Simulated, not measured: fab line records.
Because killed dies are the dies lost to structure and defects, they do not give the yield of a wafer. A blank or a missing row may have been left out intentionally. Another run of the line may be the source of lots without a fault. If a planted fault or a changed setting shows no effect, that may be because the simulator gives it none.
Chamber matching + flow sky130 + rie_diel-01 running SKY_FIELD_ISO_ETCH_14: 4 sister chambers
The step etches BARC in N2/H2, stops on SiO2, time 45.9 s, target depth 60 nm. 20 wafers are shown with their chamber, then 10 later ones without.

EACH WAFER AND ITS CHAMBER
| wafer  | chamber | drypump_motor_current_A (A) | oes_product_au (a.u.) | throttle_valve_pct (%) |
|--------|---------|-----------------------------|-----------------------|------------------------|
| L074.1 | 1       | 6.40                        | 0.846                 | 13.225                 |
| L074.3 | 2       | 5.65                        | 0.852                 | 13.244                 |
| L074.5 | 0       | 6.13                        | 0.857                 | 13.233                 |
| L078.1 | 0       | 6.14                        | 0.856                 | 13.223                 |
| L078.2 | 2       | 5.66                        | 0.869                 | 13.216                 |
| L078.3 | 3       | 5.90                        | 0.857                 | 13.226                 |
| L079.1 | 3       | 5.91                        | 0.845                 | 13.233                 |
| L079.2 | 0       | 6.11                        | 0.856                 | 13.228                 |
| L079.6 | 1       | 6.36                        | 0.851                 | 13.228                 |
| L080.3 | 0       | 6.11                        | 0.851                 | 13.231                 |
| L080.4 | 3       | 5.90                        | 0.862                 | 13.225                 |
| L080.5 | 0       | 6.15                        | 0.850                 | 13.236                 |
| L082.1 | 1       | 6.38                        | 0.851                 | 13.233                 |
| L082.2 | 3       | 5.88                        | 0.845                 | 13.228                 |
| L082.3 | 2       | 5.68                        | 0.856                 | 13.216                 |
| L084.2 | 0       | 6.12                        | 0.852                 | 13.230                 |
| L084.5 | 3       | 5.93                        | 0.858                 | 13.211                 |
| L084.6 | 1       | 6.36                        | 0.847                 | 13.217                 |
| L085.1 | 0       | 6.14                        | 0.861                 | 13.226                 |
| L085.5 | 2       | 5.67                        | 0.855                 | 13.217                 |

SIGNATURES (averages over the wafers above)
| reading                 | chamber 0 | chamber 1 | chamber 2 | chamber 3 | scatter within a chamber |
|-------------------------|-----------|-----------|-----------|-----------|--------------------------|
| drypump_motor_current_A | 6.1286    | 6.3750    | 5.6650    | 5.9040    | 0.0166                   |
| oes_product_au          | 0.85471   | 0.84875   | 0.85800   | 0.85340   | 0.00576                  |
| throttle_valve_pct      | 13.22957  | 13.22575  | 13.22325  | 13.22460  | 0.00826                  |
Rule: for a wafer and a chamber, the distance is found by dividing, reading by reading, the gap between the wafer's reading and the chamber's mean by the reading's scatter, squaring, summing and taking the root. If the next closest chamber is less than 2 further off than the closest, the wafer can't be placed; otherwise it belongs to the closest. The scatter is the square root of a quotient: the sum, over the shown wafers, of each reading's squared deviation from its chamber's mean, divided by wafers minus chambers.

WAFERS WHOSE CHAMBER IS MISSING
| wafer  | drypump_motor_current_A (A) | oes_product_au (a.u.) | throttle_valve_pct (%) |
|--------|-----------------------------|-----------------------|------------------------|
| L085.6 | 5.91                        | 0.859                 | 13.225                 |
| L089.1 | 5.91                        | 0.850                 | 13.225                 |
| L089.2 | 6.37                        | 0.852                 | 13.232                 |
| L089.5 | 5.67                        | 0.857                 | 13.222                 |
| L092.1 | 5.90                        | 0.847                 | 13.217                 |
| L092.4 | 5.70                        | 0.851                 | 13.225                 |
| L092.5 | 6.13                        | 0.856                 | 13.233                 |
| L097.1 | 5.63                        | 0.852                 | 13.223                 |
| L097.2 | 5.89                        | 0.852                 | 13.224                 |
| L097.5 | 6.14                        | 0.860                 | 13.218                 |

WHICH CHAMBER EACH ONE RAN IN
| wafer  | from the rows above | in truth |
|--------|---------------------|----------|
| L085.6 | 3                   | 3        |
| L089.1 | 3                   | 3        |
| L089.2 | 1                   | 1        |
| L089.5 | 2                   | 2        |
| L092.1 | 3                   | 3        |
| L092.4 | 2                   | 2        |
| L092.5 | 0                   | 0        |
| L097.1 | 2                   | 2        |
| L097.2 | 3                   | 3        |
| L097.5 | 0                   | 0        |
Placed correctly: 10 of 10. Number that these rows cannot place: 0. Number placed wrongly: 0.
